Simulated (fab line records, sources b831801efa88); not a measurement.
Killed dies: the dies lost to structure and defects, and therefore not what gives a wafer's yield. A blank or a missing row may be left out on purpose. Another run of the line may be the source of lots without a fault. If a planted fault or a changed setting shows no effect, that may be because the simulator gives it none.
Which tool did it?    flow sky130    11 lots (33 wafers sampled), 1 step of a 708-step route

== WHAT THE GAUGES SHOWED, per wafer ==
SKY_GATE_OXIDE_TW_MEAS_14. Usual: for GATE_OXIDE_TW the level is 226 and the standard deviation is 3.3.
lot   measured      on             GATE_OXIDE_TW  flag
L480  day 13 17:46  film-metro-01  231 230 230    
L482  day 14 13:14  film-metro-04  221 220 221    
L484  day 15 05:26  film-metro-01  230 231 231    
L485  day 15 16:31  film-metro-04  222 222 221    
L487  day 16 09:32  film-metro-04  223 222 223    
L496  day 19 10:10  film-metro-02  226 225 224    
L497  day 20 05:59  film-metro-02  225 227 225    
L498  day 20 07:08  film-metro-01  230 230 230    
L499  day 20 14:29  film-metro-01  228 231 231    
L502  day 21 10:38  film-metro-04  224 222 224    
L503  day 21 16:19  film-metro-04  222 224 223    

== WHICH TOOL RAN EACH LOT (tool, then ch and the chambers of the sampled wafers, then the start) ==
Before these readings, the record contains no process step.

== AS READ BY THE TOOLS THEMSELVES (means over the sampled wafers that have a number; for cases with no such wafer, the mark the record gives instead) ==
The record holds no such reading with a usual standard deviation.

== THE ANSWER, worked out from the rows above alone ==
Rule: take the mean of a lot's wafers that have a number; if it is more than 3 standard deviations from the usual mean, the lot is off. Also off: a lot with no number at a reading for which 4 or more lots have one. Any other lot the step has rows for is counted as sound. The gauges are gone through in route order, then the tools' own readings, and for those a lot's mean is taken as printed above. At the first step where some lot is off, the reading lying furthest off is the one used; lots without a number count as furthest.
None of the lots is off at any reading shown; this tells nothing.

== WHAT THE SIMULATOR HAD INSERTED ==
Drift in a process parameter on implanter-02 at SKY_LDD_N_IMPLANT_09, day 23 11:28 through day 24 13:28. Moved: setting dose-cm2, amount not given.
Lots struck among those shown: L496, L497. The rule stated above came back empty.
